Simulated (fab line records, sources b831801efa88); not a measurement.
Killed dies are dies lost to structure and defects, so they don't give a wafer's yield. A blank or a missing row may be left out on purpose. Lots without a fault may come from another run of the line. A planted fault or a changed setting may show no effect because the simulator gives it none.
Which tool did it? | flow sky130 | 15 lots, 45 wafers sampled, at 6 steps of a route of 708

WHAT THE GAUGES READ, wafer by wafer
SKY_METAL4_OVL_MEAS_14. Usual: METAL4_OVL 0 nm, standard deviation 5.1.
lot  | measured     | on         | METAL4_OVL (nm) | flag
L628 | day 41 17:29 | overlay-02 | 1 2 -2          |
L630 | day 42 08:19 | overlay-02 | 7 -1 5          |
L632 | day 43 00:23 | overlay-01 | 3 0 -5          |
L633 | day 43 08:29 | overlay-02 | 5 14 7          |
L638 | day 45 13:20 | overlay-01 | -1 -8 -11       |
L639 | day 45 17:02 | overlay-01 | 1 5 -1          |
L641 | day 45 17:23 | overlay-01 | 3 8 4           |
L643 | day 46 02:21 | overlay-01 | -3 -3 2         |
L646 | day 46 15:47 | overlay-01 | 0 1 0           |
L645 | day 46 19:23 | overlay-01 | -10 -10 -10     |
L647 | day 46 22:53 | overlay-02 | -4 0 0          |
L648 | day 47 02:11 | overlay-02 | -7 -3 -9        |
L649 | day 47 08:52 | overlay-01 | 0 8 2           |
L650 | day 47 17:14 | overlay-01 | 8 8 9           |
L651 | day 48 07:32 | overlay-01 | -2 -4 -4        |

SKY_VIA4_THK_MEAS_01. Usual: VIA4_HDPCVD_THK 1755 nm, standard deviation 18.
lot  | measured     | on            | VIA4_HDPCVD_THK (nm) | flag
L628 | day 41 18:46 | film_metro-02 | 1756 1751 1785       |
L630 | day 42 09:28 | film_metro-04 | 1716 1709 1722       |
L632 | day 43 01:46 | film_metro-04 | 1766 1792 1794       |
L633 | day 43 09:42 | film_metro-03 | 1765 1737 1739       |
L638 | day 45 14:28 | film_metro-03 | 1740 1756 1751       |
L639 | day 45 18:20 | film_metro-02 | 1738 1765 1742       |
L641 | day 45 18:31 | film_metro-02 | 1740 1734 1750       |
L643 | day 46 03:40 | film_metro-03 | 1746 1757 1754       |
L646 | day 46 17:09 | film_metro-02 | 1761 1767 1751       |
L645 | day 46 20:49 | film_metro-03 | 1743 1778 1751       |
L647 | day 47 00:02 | film_metro-02 | 1775 1750 1780       |
L648 | day 47 03:19 | film_metro-03 | 1786 1758 1749       |
L649 | day 47 10:01 | film_metro-03 | 1744 1739 1772       |
L650 | day 47 18:33 | film_metro-04 | 1758 1757 1750       |
L651 | day 48 08:46 | film_metro-03 | 1745 1730 1747       |

SKY_VIA4_BOW_MEAS_03. Usual: VIA4_BOW 77 um, standard deviation 8.2.
lot  | measured     | on            | VIA4_BOW (um) | flag
L628 | day 41 19:08 | film_metro-02 | 82 90 83      |
L630 | day 42 09:51 | film_metro-04 | 79 73 83      |
L632 | day 43 02:11 | film_metro-02 | 82 79 83      |
L633 | day 43 10:04 | film_metro-02 | 67 59 58      |
L638 | day 45 14:49 | film_metro-04 | 76 64 76      |
L639 | day 45 18:42 | film_metro-03 | 77 74 83      |
L641 | day 45 18:52 | film_metro-04 | 86 77 84      |
L643 | day 46 04:04 | film_metro-03 | 77 86 95      |
L646 | day 46 17:41 | film_metro-04 | 68 80 71      |
L645 | day 46 21:10 | film_metro-03 | 98 94 82      |
L647 | day 47 00:24 | film_metro-03 | 72 74 74      |
L648 | day 47 03:41 | film_metro-02 | 68 76 78      |
L649 | day 47 10:23 | film_metro-02 | 81 76 80      |
L650 | day 47 18:55 | film_metro-02 | 92 78 92      |
L651 | day 48 09:08 | film_metro-03 | 77 76 81      |

SKY_VIA4_RS_MEAS_19: measures by four-point-probe. Usual: VIA4_W_RS 0.226 ohm/sq, standard deviation 0.003.
lot  | measured     | on            | VIA4_W_RS (ohm/sq)   | flag
L628 | day 42 19:25 | film_metro-03 | 0.229 0.226 0.225    |
L630 | day 43 10:16 | film_metro-03 | 0.233 0.233 0.231    |
L632 | day 44 02:22 | film_metro-04 | 0.224 0.230 0.223    |
L633 | day 44 10:11 | film_metro-02 | 0.223 0.226 0.224    |
L638 | day 46 12:35 | film_metro-02 | 0.220 0.223 0.222    |
L639 | day 46 16:53 | film_metro-02 | 0.227 0.227 0.221    |
L641 | day 46 17:10 | film_metro-04 | 0.228 0.227 0.229    |
L643 | day 47 01:31 | film_metro-02 | 0.227 0.225 0.229    |
L646 | day 47 14:27 | film_metro-03 | 57.479 57.630 58.193 | OFF
L645 | day 47 18:47 | film_metro-04 | 58.006 57.790 57.536 | OFF
L647 | day 47 21:03 | film_metro-04 | 57.902 58.264 57.680 | OFF
L648 | day 48 00:01 | film_metro-03 | 0.226 0.231 0.225    |
L649 | day 48 06:26 | film_metro-02 | 0.228 0.224 0.229    |
L650 | day 48 14:23 | film_metro-02 | 0.230 0.230 0.229    |
L651 | day 49 04:28 | film_metro-03 | 0.226 0.227 0.226    |

SKY_VIA4_THK_MEAS_20: measures by xrf. Usual: VIA4_W_THK 503 nm, standard deviation 6.7.
lot  | measured     | on            | VIA4_W_THK (nm) | flag
L628 | day 42 19:31 | film_metro-03 | 502 510 513     |
L630 | day 43 10:22 | film_metro-03 | 490 491 497     |
L632 | day 44 02:29 | film_metro-04 | 508 497 507     |
L633 | day 44 10:18 | film_metro-02 | 508 500 506     |
L638 | day 46 12:42 | film_metro-02 | 510 502 505     |
L639 | day 46 17:00 | film_metro-02 | 496 500 509     |
L641 | day 46 17:17 | film_metro-04 | 494 496 493     |
L643 | day 47 01:36 | film_metro-02 | 501 508 492     |
L646 | day 47 14:34 | film_metro-03 | <0 <0 <0        | OFF
L645 | day 47 18:54 | film_metro-04 | <0 - <0         | OFF
L647 | day 47 21:10 | film_metro-04 | <0 - -          | OFF
L648 | day 48 00:08 | film_metro-03 | 508 496 507     |
L649 | day 48 06:32 | film_metro-02 | 501 512 498     |
L650 | day 48 14:29 | film_metro-02 | 495 495 499     |
L651 | day 49 04:35 | film_metro-03 | 504 503 503     |

WHICH TOOL RAN EACH LOT (tool, then ch and the chambers of the sampled wafers, then the start)
lot  | SKY_VIA4_CVD_18
L628 | cvd_w-02 ch 1, day 42 19:14
L630 | cvd_w-02 ch 0,1, day 43 10:07
L632 | cvd_w-01 ch 0,1, day 44 02:13
L633 | cvd_w-01 ch 0,1, day 44 10:02
L638 | cvd_w-01 ch 0,1, day 46 12:26
L639 | cvd_w-01 ch 0,1, day 46 16:44
L641 | cvd_w-01 ch 0,1, day 46 16:59
L643 | cvd_w-01 ch 0,1, day 47 01:21
L646 | cvd_w-01 ch 1, day 47 14:17
L645 | cvd_w-02 ch 1, day 47 18:29
L647 | cvd_w-02 ch 1, day 47 20:45
L648 | cvd_w-01 ch 0,1, day 47 23:50
L649 | cvd_w-01 ch 0,1, day 48 06:17
L650 | cvd_w-01 ch 1, day 48 14:13
L651 | cvd_w-01 ch 0,1, day 49 04:19
- SKY_VIA4_CVD_18: deposits W, target thk 505 nm, time 152.14 s.

WHAT THE TOOLS THEMSELVES READ (means of the sampled wafers that have a number; where no wafer has one, the mark that the record gives instead)
SKY_VIA4_CVD_18. Usual: chamber_pressure_Torr 40.00 Torr, standard deviation 0.085; heater_power_outer_w 576 W, standard deviation 35; heater_power_w 932 W, standard deviation 49; susceptor_temp_C 400.00 C, standard deviation 0.24.
lot  | tool     | chamber_pressure_Torr (Torr) | heater_power_outer_w (W) | heater_power_w (W) | susceptor_temp_C (C) | flag
L628 | cvd_w-02 | 39.94                        | 572                      | 961                | 400.04               |
L630 | cvd_w-02 | 39.98                        | 586                      | 995                | 399.77               |
L632 | cvd_w-01 | 40.05                        | 560                      | 900                | 399.87               |
L633 | cvd_w-01 | 40.00                        | 561                      | 903                | 400.19               |
L638 | cvd_w-01 | 39.98                        | 584                      | 944                | 400.04               |
L639 | cvd_w-01 | 39.96                        | 588                      | 933                | 399.94               |
L641 | cvd_w-01 | 40.06                        | 580                      | 931                | 400.08               |
L643 | cvd_w-01 | 40.00                        | 588                      | 951                | 399.76               |
L646 | cvd_w-01 | -                            | -                        | -                  | -                    | OFF
L645 | cvd_w-02 | -                            | -                        | -                  | -                    | OFF
L647 | cvd_w-02 | -                            | -                        | -                  | -                    | OFF
L648 | cvd_w-01 | 39.96                        | 557                      | 917                | 400.09               |
L649 | cvd_w-01 | 39.99                        | 583                      | 931                | 400.18               |
L650 | cvd_w-01 | 40.01                        | 619                      | 978                | 399.94               |
L651 | cvd_w-01 | 39.89                        | 588                      | 943                | 400.02               |

THE ANSWER, worked out from the rows above alone
Rule: a lot is off if the mean of its wafers that have a number lies more than 3 standard deviations from the usual mean. A lot without any number at a reading at which 4 lots or more have one is off too. The other lots that the step has rows for count as sound. The gauges are gone through in route order, then the tools' own readings, and for those a lot's mean is taken as printed above. The first step at which some lot is off is used, and at that step the reading that is off furthest; a lot without a number counts as furthest.
Off: L646, L645, L647, at SKY_VIA4_RS_MEAS_19 (VIA4_W_RS).
A tool fits if, at a process step before that reading, it ran every lot that is off, and no sound lot after the first of them. The gauges at SKY_VIA4_RS_MEAS_19 aren't tried: what is off there is off at SKY_VIA4_CVD_18 too, on other tools, and a gauge's error can't cause that. None of those tried fits.

WHAT THE SIMULATOR HAD PUT IN
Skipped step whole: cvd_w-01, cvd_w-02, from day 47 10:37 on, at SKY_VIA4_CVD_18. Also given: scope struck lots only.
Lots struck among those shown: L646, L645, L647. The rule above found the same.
